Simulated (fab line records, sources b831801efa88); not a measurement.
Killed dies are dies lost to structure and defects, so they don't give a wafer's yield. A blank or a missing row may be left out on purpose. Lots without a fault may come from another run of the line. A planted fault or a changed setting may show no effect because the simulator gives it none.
Problem report in the 8D (eight disciplines) form, filled by code | flow sky130 | the parts of the form that need people (team, actions taken, sign-off) are left out

1. THE PROBLEM
chamber_pressure_pa at SKY_LOCAL_INTERCONNECT_SPUTTER_00 reads a mean of 0.3764 Pa on 4 wafers of 2 lots; wafers without a fault read 0.3999 Pa with a standard deviation of 0.00082. That is -29 standard deviations from the usual mean.
The step: material TiN, target thk 100 nm, time 83.3 s.
First seen on wafer L715.3, day 32 08:34, on pvd_sputter-02. The record holds 42 wafers of 14 lots with a number at this step. Rule for "out", or "out of limits": more than 4 standard deviations from the usual mean. The other wafers with a number count as sound.

2. WHAT IT IS AND WHAT IT IS NOT
question                    | is                             | is not
which readings at this step | chamber_pressure_pa            | throttle_valve_pct
which lots                  | L715, L718                     | L706, L707, L708, L709, L710, L721, L723, L724, L725, L727, L728, L729
which wafers of those lots  | L715.3, L715.5, L718.3, L718.6 | L715.4, L718.1
read on which tools         | pvd_sputter-02                 | pvd_sputter-01, pvd_sputter-04
when                        | from day 32 08:34              | up to then (16 sound wafers); but 22 sound wafers of L718, L721, L723, L724, L725, L727, L728, L729 came after

3. SUSPECTS, AND WHAT RULES EACH OUT
Counting: a tool at a process step up to the reading stays a suspect if it ran every lot that is out. Sound lots after the first of them don't rule it out here, since some wafers of a struck lot are sound.
- pvd_sputter-02 at SKY_LOCAL_INTERCONNECT_SPUTTER_00 (material TiN, target thk 100 nm, time 83.3 s): kept. It ran every lot that is out, first L715 (day 32 08:34); its last sound lot up to then is L710 (day 30 23:07). Its own readings are out on those wafers: chamber_pressure_pa.
Left after counting: pvd_sputter-02 at SKY_LOCAL_INTERCONNECT_SPUTTER_00.

4. THE CAUSE (what the simulator had put in)
Process parameter drift: pvd_sputter-02, from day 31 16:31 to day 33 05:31, at SKY_LOCAL_INTERCONNECT_SPUTTER_00. Setting chamber_pressure_pa, moved by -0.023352, from 0.4. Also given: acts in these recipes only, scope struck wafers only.
Counting left only this tool.

5. THE CHAIN OF EFFECTS, in route order
Each row: a reading whose mean over the struck wafers that have a number lies more than 3 standard deviations from the usual. Only readings for which the record gives a usual standard deviation are gone through. hours: the time from each lot's start at the first step in this table that gives one to its start at this step, as a median over the lots. sigmas: the change in usual standard deviations.
hours | step                              | reading             | usual     | on struck wafers | change  | sigmas
0     | SKY_LOCAL_INTERCONNECT_SPUTTER_00 | chamber_pressure_pa | 0.3999 Pa | 0.3764           | -0.0235 | -29
The process steps in it:
- SKY_LOCAL_INTERCONNECT_SPUTTER_00: material TiN, target thk 100 nm, time 83.3 s.

6. WHAT WOULD HAVE CAUGHT IT SOONER
In this record the first reading out of limits was taken at day 32 08:34, 16 hours after the fault began at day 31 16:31.
